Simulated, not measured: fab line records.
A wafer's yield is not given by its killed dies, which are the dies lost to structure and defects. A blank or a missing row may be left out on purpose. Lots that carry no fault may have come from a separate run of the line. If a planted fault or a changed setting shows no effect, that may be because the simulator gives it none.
Chamber matching ; flow gf180mcu ; GF_V5_CVD_00 on hdpcvd-01: 3 sister chambers
The step deposits SiO2, target thk 300 nm, time 50 s. 3 wafers are shown with their chamber, then 7 later ones without.

== EACH WAFER AND ITS CHAMBER ==
wafer;chamber;sih4 flow sccm (sccm)
L809.5;1;59.93
L823.1;0;59.95
L823.4;2;59.81

== WAFERS MISSING THEIR CHAMBER ==
wafer;sih4 flow sccm (sccm)
L823.5;59.96
L822.1;60.11
L822.2;59.93
L822.5;60.04
L826.3;60.21
L826.4;59.95
L826.5;60.12

== EACH ONE'S CHAMBER ==
wafer;from the rows above;in truth
L823.5;can't be placed: 0 or 1 or 2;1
L822.1;can't be placed: 0 or 1 or 2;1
L822.2;can't be placed: 1 or 0 or 2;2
L822.5;can't be placed: 0 or 1 or 2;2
L826.3;can't be placed: 0 or 1 or 2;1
L826.4;can't be placed: 0 or 1 or 2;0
L826.5;can't be placed: 0 or 1 or 2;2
Placed correctly: 0 of 7. From these rows, 7 cannot be placed; in 7 the true chamber is one of the candidates. 0 placed wrongly.
How it was worked out, from the rows above alone: a wafer's distance from a chamber is the root of the sum, over the readings, of the square of ((its reading less the chamber's mean) divided by the reading's scatter). The wafer belongs to the nearest chamber; if the next one is less than 2 further off, it can't be placed. Each chamber's mean is taken over the wafers shown for it. The scatter: root of mean squared gap, hidden wafer to nearest shown wafer, with one shown wafer a chamber.
